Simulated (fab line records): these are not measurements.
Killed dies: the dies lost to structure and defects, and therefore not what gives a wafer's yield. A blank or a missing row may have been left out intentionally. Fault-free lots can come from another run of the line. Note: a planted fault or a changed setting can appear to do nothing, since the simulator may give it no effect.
2 desks, one fault    flow gf180mcu    each desk has only its own numbers; what lay behind them comes last

== METROLOGY DESK ==
Lot by lot, what the gauges showed, no matter which tool ran the lot: averages of those sampled wafers that carry a number. The brackets show how far a lot's mean lies from the usual mean; more than 4 standard deviations puts the lot out of limits, marked OUT.
Columns: A = V3_W_RS at GF_V3_RS_MEAS_24, usual 0.327 ohm/sq; B = V3_W_THK at GF_V3_THK_MEAS_25, usual 342 nm
lot   first seen here  A      B
L739  day 22 08:04     0.320  348
L743  day 24 03:20     0.327  342
L753  day 27 00:28     0.332  340
L754  day 27 19:54     0.330  339
L757  day 28 02:34     0.322  347
L758  day 28 08:50     0.332  336
This desk found nothing out of limits on any of the 6 lots.

== DESK OF THE TOOL OWNER: pvdSputter-04 ==
The tool's own readings at GF_M4_SPUTTER_03 (material Ti, target thk 10 nm, time 6.7 s): means of the sampled wafers that have a number, for each lot that ran on this tool. The brackets show how far a lot's mean lies from the usual mean; more than 4 standard deviations puts the lot out of limits, marked OUT.
Columns: A = cathodeDcPowerW at GF_M4_SPUTTER_03, usual 2999.9 W; B = throttleValvePct at GF_M4_SPUTTER_03, usual 29.5 %
lot   first seen here  A                         B
L739  day 22 08:41     3000.3                    29.2
L743  day 24 03:58     3000.0                    29.6
L753  day 27 01:05     3088.6 (+99 or more) OUT  29.3
L754  day 27 20:31     3088.3 (+99 or more) OUT  29.5
This desk's verdict: out of limits on L753, L754, starting with L753 at day 27 01:05 (cathodeDcPowerW at GF_M4_SPUTTER_03). L739, L743 stayed within limits.

== PUT TOGETHER ==
The tool owner's desk could have raised an alarm at day 27 01:05, on L753, L754.
From the metrology desk's view, nothing was out of limits.
The metrology desk has L753, L754 on record, within its limits.
GF_M4_SPUTTER_03 was run on pvdSputter-04 by each of the lots named.

== WHAT WAS PUT IN BY THE SIMULATOR ==
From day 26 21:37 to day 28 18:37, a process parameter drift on pvdSputter-04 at GF_M4_SPUTTER_03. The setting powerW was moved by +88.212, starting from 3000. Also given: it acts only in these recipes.
Struck lots among those shown: L753, L754.
How many hours passed from the start of the fault until each desk's first out-of-limits reading: the tool owner's desk, 3.
